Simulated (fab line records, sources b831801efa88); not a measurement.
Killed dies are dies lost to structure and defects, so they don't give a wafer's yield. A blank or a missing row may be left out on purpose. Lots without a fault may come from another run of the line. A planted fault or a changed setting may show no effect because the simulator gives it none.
Chamber matching | flow gf180mcu | GF_V2_CMP_26 on cmp-02: 4 sister chambers
The step polishes, stops on SiO2, t overpolish 15 s, target thk 0 nm. 16 wafers are shown with their chamber, then 8 later ones without.

WAFERS WITH THEIR CHAMBER
wafer  | chamber | motor_current_A (A) | time_to_endpoint_s (s) | overpolish_run_s (s)
L200.1 | 3       | 11.0                | 88                     | 14.989
L200.4 | 1       | 10.0                | 95                     | 14.998
L200.5 | 0       | 11.2                | 97                     | 15.001
L202.2 | 0       | 10.8                | 91                     | 15.004
L202.4 | 1       | 11.2                | 92                     | 15.000
L202.6 | 2       | 11.6                | 91                     | 15.008
L205.2 | 1       | 10.4                | 86                     | 14.985
L205.3 | 0       | 11.2                | 86                     | 15.015
L205.5 | 2       | 11.2                | 90                     | 15.009
L209.2 | 3       | 11.0                | 89                     | 15.003
L209.3 | 2       | 11.8                | 87                     | 14.992
L209.6 | 2       | 11.0                | 91                     | 15.003
L215.2 | 2       | 11.6                | 94                     | 14.995
L215.4 | 1       | 10.7                | 91                     | 15.003
L215.5 | 3       | 11.0                | 87                     | 15.003
L218.2 | 1       | 10.5                | 90                     | 15.010

SIGNATURES (means of the wafers above)
reading            | chamber 0 | chamber 1 | chamber 2 | chamber 3 | scatter within a chamber
motor_current_A    | 11.067    | 10.560    | 11.440    | 11.000    | 0.33
time_to_endpoint_s | 91.33     | 90.80     | 90.60     | 88.00     | 3.3
overpolish_run_s   | 15.00667  | 14.99920  | 15.00140  | 14.99833  | 0.0082
Rule: a wafer's distance from a chamber is the root of the sum, over the readings, of the square of ((its reading less the chamber's mean) divided by the reading's scatter). The wafer belongs to the nearest chamber; if the next one is less than 2 further off, it can't be placed. The scatter: the root of (the sum of the squares of (reading less its chamber's mean) over the shown wafers, divided by (wafers less chambers)).

WAFERS WITHOUT THEIR CHAMBER
wafer  | motor_current_A (A) | time_to_endpoint_s (s) | overpolish_run_s (s)
L218.3 | 11.7                | 89                     | 14.995
L218.6 | 10.8                | 94                     | 14.997
L219.3 | 12.1                | 95                     | 14.996
L219.5 | 11.0                | 90                     | 14.998
L219.6 | 10.8                | 87                     | 15.000
L220.1 | 10.4                | 89                     | 15.006
L220.4 | 10.9                | 91                     | 15.003
L220.5 | 11.7                | 93                     | 14.997

WHICH CHAMBER EACH WENT THROUGH
wafer  | from the rows above               | in truth
L218.3 | can't be placed: 2 or 3 or 0      | 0
L218.6 | can't be placed: 1 or 0 or 3 or 2 | 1
L219.3 | can't be placed: 2 or 0 or 3      | 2
L219.5 | can't be placed: 3 or 0 or 1 or 2 | 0
L219.6 | can't be placed: 3 or 1 or 0 or 2 | 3
L220.1 | can't be placed: 1 or 3 or 0      | 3
L220.4 | can't be placed: 0 or 3 or 1 or 2 | 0
L220.5 | can't be placed: 2 or 0 or 3      | 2
Placed correctly: 0 of 8. Can't be placed from these rows: 8 (the true chamber is among the candidates in 8). Placed wrongly: 0.
